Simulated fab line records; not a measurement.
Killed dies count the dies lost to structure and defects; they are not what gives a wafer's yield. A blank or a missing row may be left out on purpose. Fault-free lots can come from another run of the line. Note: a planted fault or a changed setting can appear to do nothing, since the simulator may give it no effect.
A struck lot beside a sound one	flow gf180mcu	17 steps out of a route of 602
Sound: these wafers, L808.1, L808.4, L808.6. The struck wafers were L820.2, L820.3, L820.5. The cause is named last.
For every step that has rows: the tool of each side, followed by ch and its chambers, followed by its first start. Under that, the readings that differ: sound wafers	struck wafers	difference of the means	sigmas: that difference in standard deviations of wafers without a fault.
alike: same words and numbers on both sides, and readings whose means sit less than 2 such deviations apart. not compared: any withheld reading, any reading some wafer has no value for, any bound like >300 that may hide the same value, and any number with overlapping values for which the record gives no deviation.
The two part at a step that has a row with sigmas, a row that says differs or no value, or rows on one side only. Non-overlapping numbers with no deviation appear without sigmas and do not part them. A reading missing from all wafers of one side parts the sides only when that side holds two or more wafers.

first, 4 steps without rows for these wafers: GF_SAB_SOFTBAKE_05 (time 60 s); GF_SAB_EXPOSE_06 (exposes mask SAB, target cd 420 nm); GF_SAB_PEB_07; GF_SAB_DEVELOP_08 (develop time 60 s).
GF_SAB_CD_MEAS_09: the cd target is 420 nm.
  sound on cd_sem-02, day 14 23:25; struck on cd_sem-01, day 19 16:29
  alike: cd_nm
GF_SAB_OVL_MEAS_10:
  sound on overlay-02, day 14 23:32; struck on overlay-01, day 19 16:35
  alike: SAB_OVL
GF_SAB_ETCH_11: etches SiO2 in C4F8/O2/Ar, target depth 55 nm, time 8.5 s.
  sound on rie_diel-01 ch 0,3, day 14 23:34; struck on rie_diel-01 ch 0,1,2, day 19 16:37
  alike: chamber_pressure_mTorr, oes_product_au
  not compared: rf_hours_counter_h
then, 1 step without rows for these wafers: GF_SAB_WET_ETCH_12 (etches SiO2 in dHF, target depth 22 nm, time 440 s).
GF_SAB_STRIP_13: strips in O2/N2.
  sound on plasma_asher-01 ch 0,1, day 14 23:44; struck on plasma_asher-04 ch 0, day 19 16:46
  alike: chamber_pressure_mTorr, drypump_motor_current_A, heater_power_w, oes_product_au, strip_time_to_endpoint_s
  not compared: rf_hours_counter_h
then, 2 steps without rows for these wafers: GF_SALICIDE_CLEAN_00 (cleans in SC1/SC2, time 150 s); GF_SALICIDE_WET_ETCH_01 (etches SiO2 in dHF, target depth 5 nm, time 100 s).
GF_SALICIDE_SPUTTER_02: material Co, target thk 10 nm, time 20 s.
  sound on pvd_sputter-04, day 14 23:55; struck on pvd_sputter-04, day 19 16:58
  alike: cathode_dc_power_W, throttle_valve_pct
GF_SALICIDE_SPUTTER_03: material TiN, target thk 20 nm, time 16.7 s.
  sound on pvd_sputter-04, day 14 23:57; struck on pvd_sputter-04, day 19 16:59
reading	sound	struck	difference	sigmas
cathode_dc_power_W (W)	6499.9 6501.7 6500.5	6973.3 6972.4 6973.7	+472.4	+99 or more
model.TiN_of_SALICIDE_SPUTTER_03.thk_nm (nm)	19.92 19.73 19.93	21.39 21.3 21.26	+1.46	
  alike: throttle_valve_pct
GF_SALICIDE_RS_MEAS_04: a four-point-probe measurement.
  sound on film_metro-04, day 14 23:59; struck on film_metro-03, day 19 17:02
  alike: SALICIDE_TIN_RS
GF_SALICIDE_THK_MEAS_05: measures by xrf.
  sound on film_metro-04, day 15 00:06; struck on film_metro-03, day 19 17:08
reading	sound	struck	difference	sigmas
SALICIDE_TIN_THK (nm)	19.75 19.55 19.63	21.34 21.21 21.25	+1.62	+7
GF_SALICIDE_RTA_06: time 30 s.
  sound on rtp_anneal-01 ch 0, day 15 00:10; struck on rtp_anneal-02 ch 0, day 19 17:13
reading	sound	struck	difference	sigmas
lamp_power_pct (%)	7.0 7.0 7.0	5.5 5.5 5.5	-1.5	-2
  alike: wafer_temp_C_max
after that, 1 step had no rows for these wafers: GF_PASSIVATION_PROBE_99.

## WHERE THEY PART
At GF_SALICIDE_SPUTTER_03 first; at GF_SALICIDE_RTA_06 last (within this record only).

WHY: whatever the simulator had introduced
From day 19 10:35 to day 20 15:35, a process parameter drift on pvd_sputter-04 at GF_SALICIDE_SPUTTER_03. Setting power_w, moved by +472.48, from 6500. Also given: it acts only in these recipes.
